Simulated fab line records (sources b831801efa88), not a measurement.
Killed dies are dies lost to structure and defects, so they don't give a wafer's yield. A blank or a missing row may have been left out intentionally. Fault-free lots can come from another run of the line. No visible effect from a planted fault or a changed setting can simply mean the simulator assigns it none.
The same fault as seen by 2 desks | flow sfqLine | each desk has only its own numbers; what lay behind them comes last

## METROLOGY DESK
What the gauges read for every lot (on any tool): the sampled wafers with a number, averaged. The brackets show how far a lot's mean lies from the usual mean; more than 4 standard deviations puts the lot out of limits, marked OUT.
Columns: A = M3_NB_RS at SFQ_M3_RS_MEAS_919, usual 0.892 ohm/sq; B = M3_OVL at SFQ_M3_OVL_MEAS_921, usual -2 nm
lot  | first seen here | A     | B
L549 | day 30 12:05    | 0.886 | -10
L551 | day 31 11:53    | 0.906 | -6
L558 | day 34 00:18    | 0.879 | -2
L561 | day 34 18:37    | 0.891 | 1
L560 | day 34 19:37    | 0.892 | 2
L569 | day 37 03:56    | 0.875 | -14
Result from this desk: across the 6 lots, nothing is out of limits.

## FOR THE TOOL OWNER'S DESK: rieMetal-01
The tool's own readings at SFQ_TRILAYER_M3_BARC_OPEN_METAL_ETCH_100 (etches BARC in O2, target depth 125 nm, time 41.7 s): means of the sampled wafers that have a number, for each lot that ran on this tool. The brackets show how far a lot's mean lies from the usual mean; more than 4 standard deviations puts the lot out of limits, marked OUT.
Columns: A = drypumpMotorCurrentA at SFQ_TRILAYER_M3_BARC_OPEN_METAL_ETCH_100, usual 5.5 A; B = oesProductAu at SFQ_TRILAYER_M3_BARC_OPEN_METAL_ETCH_100, usual 0.685 a.u.; C = runLengthS at SFQ_TRILAYER_M3_BARC_OPEN_METAL_ETCH_100, usual 70.4 s
lot  | first seen here | A   | B                | C
L551 | day 36 19:43    | 5.6 | 0.688            | 70.0
L558 | day 39 17:19    | 5.5 | 0.710 (+5.1) OUT | 68.4
L560 | day 40 14:55    | 5.0 | 0.725 (+8.2) OUT | 67.7
This desk's verdict: out of limits on L558, L560, starting with L558 at day 39 17:19 (oesProductAu at SFQ_TRILAYER_M3_BARC_OPEN_METAL_ETCH_100). L551 stayed within limits.

## ALL TOGETHER
At day 39 17:19, on L558, L560, the tool owner's desk was in a position to raise an alarm.
From the metrology desk's view, nothing was out of limits.
The metrology desk holds a record of L558, L560, inside its limits.
On rieMetal-01, each named lot ran SFQ_TRILAYER_M3_BARC_OPEN_METAL_ETCH_100.

## WHAT WAS PUT IN BY THE SIMULATOR
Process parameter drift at SFQ_TRILAYER_M3_BARC_OPEN_METAL_ETCH_100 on rieMetal-01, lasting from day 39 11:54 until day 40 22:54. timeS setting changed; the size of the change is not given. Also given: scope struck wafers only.
Shown lots that were struck: L558, L560.
How many hours passed from the start of the fault until each desk's first out-of-limits reading: the tool owner's desk, 5.
